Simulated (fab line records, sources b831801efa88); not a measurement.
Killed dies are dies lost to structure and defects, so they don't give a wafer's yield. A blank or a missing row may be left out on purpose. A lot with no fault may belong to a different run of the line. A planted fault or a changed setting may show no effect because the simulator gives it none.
The tool behind it: which one?	flow gf180mcu	18 wafers from 6 lots sampled at 4 of the route's 602 steps

== WHAT THE GAUGES READ, wafer by wafer ==
GF_TOP_METAL_CD_MEAS_14: the cd target is 440 nm.
lot	measured	on	cdNm (nm)
L488	day 28 21:54	cdSem-01	439.0 440.7 437.4
L490	day 29 09:20	cdSem-01	442.5 439.1 440.9
L494	day 30 17:08	cdSem-01	441.9 445.0 444.5
L501	day 32 07:35	cdSem-02	443.7 443.7 442.5
L504	day 33 00:46	cdSem-01	442.0 441.7 441.1
L507	day 33 18:05	cdSem-02	440.2 437.9 438.0

== EACH LOT AND THE TOOL THAT RAN IT (in order: tool; ch and the chambers of the sampled wafers; start) ==
lot	GF_SALICIDE_SPUTTER_02	GF_M5_METAL_ETCH_10	GF_TOP_METAL_SPUTTER_00
L488	pvdSputter-01, day 15 18:22	rieMetal-03 ch 0,1, day 26 22:06	pvdSputter-02, day 27 21:55
L490	pvdSputter-04, day 16 16:06	rieMetal-03 ch 0,1, day 27 17:24	pvdSputter-02, day 28 15:31
L494	pvdSputter-04, day 17 21:57	rieMetal-03 ch 0,1, day 29 00:06	pvdSputter-04, day 29 22:11
L501	pvdSputter-01, day 20 14:40	rieMetal-04 ch 0, day 30 18:05	pvdSputter-02, day 31 14:56
L504	pvdSputter-04, day 21 13:47	rieMetal-04 ch 0, day 31 13:01	pvdSputter-01, day 32 08:28
L507	pvdSputter-02, day 22 15:24	rieMetal-01 ch 0,1, day 32 07:16	pvdSputter-01, day 33 02:14
- GF_SALICIDE_SPUTTER_02: material Co, target thk 10 nm, time 20 s.
- GF_M5_METAL_ETCH_10: etches the open film in Cl2/BCl3, stops on SiO2, target depth 627.5 nm, time 104.6 s.
- GF_TOP_METAL_SPUTTER_00: material Ti, target thk 37.5 nm, time 150 s.

== THE ANSWER, worked out from the rows above alone ==
Rule: what is usual is taken from the lots themselves. The widest of any qualifying gaps counts: lots, ordered by their means at a reading, are off when they make up no more than a third of the lots, leave a main group of 4 or more, and stand apart from it by 3 or more times the standard deviation of that group's means. If all means in a main group match to the digits the tables above print for the reading, that group is not used. A lot without any number at a reading at which 4 lots or more have one is off too. All remaining lots with rows at the step are treated as sound.
No lot is off at any reading shown: from this, nothing can be told.

== WHAT HAD BEEN PUT IN BY THE SIMULATOR ==
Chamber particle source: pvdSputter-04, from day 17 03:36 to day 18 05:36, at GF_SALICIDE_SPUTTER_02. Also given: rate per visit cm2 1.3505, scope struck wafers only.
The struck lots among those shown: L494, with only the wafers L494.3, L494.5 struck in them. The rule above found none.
